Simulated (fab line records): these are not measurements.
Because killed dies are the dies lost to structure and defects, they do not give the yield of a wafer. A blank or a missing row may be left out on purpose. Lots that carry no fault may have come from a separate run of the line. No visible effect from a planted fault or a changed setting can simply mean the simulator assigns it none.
Tool commonality check :: flow gf180mcu :: Sample size 11 lots and 33 wafers

## WHY THIS WAS OPENED
Of 11 lots, 2 have the reading VT_IMPLANT_3_TW flagged at GF_VT_IMPLANT_TW_MEAS_32. Fault-free wafers read 269.6, with a standard deviation of 2.5.
Rule: flag the lot when none of its wafers has a number, or when each of its wafers that has one lies beyond 4 standard deviations from that mean. The rest of the lots are taken to be sound.

lot: L550
measured: day 7 10:29
on: film-metro-04
VT_IMPLANT_3_TW, wafer by wafer: 273.4 269.8 271.8
flag: 

lot: L552
measured: day 7 22:08
on: film-metro-03
VT_IMPLANT_3_TW, wafer by wafer: 271.6 272.7 272.5
flag: 

lot: L553
measured: day 8 07:10
on: film-metro-01
VT_IMPLANT_3_TW, wafer by wafer: 267.0 266.8 265.9
flag: 

lot: L555
measured: day 8 17:45
on: film-metro-03
VT_IMPLANT_3_TW, wafer by wafer: 274.6 273.7 275.3
flag: 

lot: L556
measured: day 9 02:44
on: film-metro-01
VT_IMPLANT_3_TW, wafer by wafer: 29.9 30.0 29.9
flag: FLAGGED

lot: L557
measured: day 9 08:43
on: film-metro-04
VT_IMPLANT_3_TW, wafer by wafer: 30.2 30.3 30.2
flag: FLAGGED

lot: L565
measured: day 11 11:15
on: film-metro-01
VT_IMPLANT_3_TW, wafer by wafer: 268.1 268.5 269.0
flag: 

lot: L566
measured: day 11 14:53
on: film-metro-01
VT_IMPLANT_3_TW, wafer by wafer: 269.4 268.7 269.5
flag: 

lot: L568
measured: day 12 12:02
on: film-metro-03
VT_IMPLANT_3_TW, wafer by wafer: 271.1 267.3 269.4
flag: 

lot: L570
measured: day 12 20:52
on: film-metro-01
VT_IMPLANT_3_TW, wafer by wafer: 267.9 268.3 268.0
flag: 

lot: L571
measured: day 13 04:22
on: film-metro-03
VT_IMPLANT_3_TW, wafer by wafer: 270.3 272.4 272.4
flag: 
Average over the flagged lots: 30.1; offset from the usual -239.5, equal to -96 standard deviations.

## WHICH TOOL RAN EACH LOT
3 process steps preceding the reading are held in the record, out of 602 steps in the route. Every cell lists first the tool, next ch and the chambers used by the sampled wafers, and last the start.
lot: L550
flag: 
GF_MVSD_STRIP_10: plasma-asher-01 ch 1, day 4 22:45
GF_VT_IMPLANT_STRIP_20: plasma-asher-03 ch 0,1, day 6 18:49
GF_VT_IMPLANT_STRIP_31: plasma-asher-03 ch 0,1, day 7 10:23

lot: L552
flag: 
GF_MVSD_STRIP_10: plasma-asher-03 ch 0,1, day 5 09:22
GF_VT_IMPLANT_STRIP_20: plasma-asher-02 ch 0,1, day 7 06:02
GF_VT_IMPLANT_STRIP_31: plasma-asher-03 ch 0,1, day 7 22:02

lot: L553
flag: 
GF_MVSD_STRIP_10: plasma-asher-01 ch 1, day 5 16:45
GF_VT_IMPLANT_STRIP_20: plasma-asher-03 ch 0,1, day 7 15:10
GF_VT_IMPLANT_STRIP_31: plasma-asher-04 ch 0,1, day 8 07:04

lot: L555
flag: 
GF_MVSD_STRIP_10: plasma-asher-04 ch 0,1, day 6 03:04
GF_VT_IMPLANT_STRIP_20: plasma-asher-04 ch 0,1, day 8 00:59
GF_VT_IMPLANT_STRIP_31: plasma-asher-04 ch 0,1, day 8 17:40

lot: L556
flag: FLAGGED
GF_MVSD_STRIP_10: plasma-asher-04 ch 0,1, day 6 09:34
GF_VT_IMPLANT_STRIP_20: plasma-asher-02 ch 0,1, day 8 09:19
GF_VT_IMPLANT_STRIP_31: plasma-asher-04 ch 0,1, day 9 02:38

lot: L557
flag: FLAGGED
GF_MVSD_STRIP_10: plasma-asher-03 ch 0, day 6 15:49
GF_VT_IMPLANT_STRIP_20: plasma-asher-02 ch 0,1, day 8 15:37
GF_VT_IMPLANT_STRIP_31: plasma-asher-04 ch 0,1, day 9 08:37

lot: L565
flag: 
GF_MVSD_STRIP_10: plasma-asher-01 ch 0,1, day 8 11:51
GF_VT_IMPLANT_STRIP_20: plasma-asher-04 ch 0,1, day 10 17:06
GF_VT_IMPLANT_STRIP_31: plasma-asher-02 ch 0,1, day 11 11:09

lot: L566
flag: 
GF_MVSD_STRIP_10: plasma-asher-01 ch 0,1, day 8 15:06
GF_VT_IMPLANT_STRIP_20: plasma-asher-02 ch 0,1, day 10 19:49
GF_VT_IMPLANT_STRIP_31: plasma-asher-03 ch 0,1, day 11 14:47

lot: L568
flag: 
GF_MVSD_STRIP_10: plasma-asher-04 ch 0,1, day 9 09:48
GF_VT_IMPLANT_STRIP_20: plasma-asher-02 ch 0, day 11 16:34
GF_VT_IMPLANT_STRIP_31: plasma-asher-04 ch 0,1, day 12 11:55

lot: L570
flag: 
GF_MVSD_STRIP_10: plasma-asher-04 ch 0,1, day 9 17:37
GF_VT_IMPLANT_STRIP_20: plasma-asher-04 ch 0,1, day 12 00:52
GF_VT_IMPLANT_STRIP_31: plasma-asher-04 ch 0, day 12 20:46

lot: L571
flag: 
GF_MVSD_STRIP_10: plasma-asher-01 ch 0,1, day 9 23:52
GF_VT_IMPLANT_STRIP_20: plasma-asher-02 ch 0,1, day 12 08:22
GF_VT_IMPLANT_STRIP_31: plasma-asher-04 ch 0,1, day 13 04:16
These steps, and what they do:
- GF_MVSD_STRIP_10: strips in O2/N2.
- GF_VT_IMPLANT_STRIP_20: strips in O2/N2.
- GF_VT_IMPLANT_STRIP_31: strips in O2/N2.
- GF_VT_IMPLANT_TW_MEAS_32

## FLAGGED OVER TOTAL, TOOL BY TOOL (the gauges that took the reading come last)
step: GF_MVSD_STRIP_10
tool: plasma-asher-01
lots run: 5
flagged: 0
share of the flagged lots: none
sound lots run after its first flagged lot: -

step: GF_MVSD_STRIP_10
tool: plasma-asher-03
lots run: 2
flagged: 1
share of the flagged lots: some
sound lots run after its first flagged lot: 0

step: GF_MVSD_STRIP_10
tool: plasma-asher-04
lots run: 4
flagged: 1
share of the flagged lots: some
sound lots run after its first flagged lot: 2 (L568,L570)

step: GF_VT_IMPLANT_STRIP_20
tool: plasma-asher-02
lots run: 6
flagged: 2
share of the flagged lots: all
sound lots run after its first flagged lot: 3 (L566,L568,L571)

step: GF_VT_IMPLANT_STRIP_20
tool: plasma-asher-03
lots run: 2
flagged: 0
share of the flagged lots: none
sound lots run after its first flagged lot: -

step: GF_VT_IMPLANT_STRIP_20
tool: plasma-asher-04
lots run: 3
flagged: 0
share of the flagged lots: none
sound lots run after its first flagged lot: -

step: GF_VT_IMPLANT_STRIP_31
tool: plasma-asher-02
lots run: 1
flagged: 0
share of the flagged lots: none
sound lots run after its first flagged lot: -

step: GF_VT_IMPLANT_STRIP_31
tool: plasma-asher-03
lots run: 3
flagged: 0
share of the flagged lots: none
sound lots run after its first flagged lot: -

step: GF_VT_IMPLANT_STRIP_31
tool: plasma-asher-04
lots run: 7
flagged: 2
share of the flagged lots: all
sound lots run after its first flagged lot: 3 (L568,L570,L571)

step: GF_VT_IMPLANT_TW_MEAS_32
tool: film-metro-01
lots run: 5
flagged: 1
share of the flagged lots: some
sound lots run after its first flagged lot: 3 (L565,L566,L570)

step: GF_VT_IMPLANT_TW_MEAS_32
tool: film-metro-03
lots run: 4
flagged: 0
share of the flagged lots: none
sound lots run after its first flagged lot: -

step: GF_VT_IMPLANT_TW_MEAS_32
tool: film-metro-04
lots run: 2
flagged: 1
share of the flagged lots: some
sound lots run after its first flagged lot: 0

## THE TABLE: WHAT IT ALLOWS
In 2 table rows, all flagged lots were run: plasma-asher-02 (GF_VT_IMPLANT_STRIP_20), plasma-asher-04 (GF_VT_IMPLANT_STRIP_31).
- plasma-asher-02 at GF_VT_IMPLANT_STRIP_20: 2 of its 6 lots flagged. Sound lots ran on it after the first flagged one (L566, L568, L571), which a lasting fault on the whole tool wouldn't allow. On the flagged lots its readings are blank where sound lots have values: chamber-pressure-mTorr, drypump-motor-current-A, heater-power-w, oes-product-au and 2 more.
- plasma-asher-04 at GF_VT_IMPLANT_STRIP_31: 2 of its 7 lots flagged. Sound lots ran on it after the first flagged one (L568, L570, L571), which a lasting fault on the whole tool wouldn't allow. Its own readings (strip-time-to-endpoint-s) fall more than 4 standard deviations out on all wafers of the flagged lots.
Every row of the table either missed a flagged lot or ran a sound lot after the first.

## WHAT THE SIMULATOR HAD PUT IN
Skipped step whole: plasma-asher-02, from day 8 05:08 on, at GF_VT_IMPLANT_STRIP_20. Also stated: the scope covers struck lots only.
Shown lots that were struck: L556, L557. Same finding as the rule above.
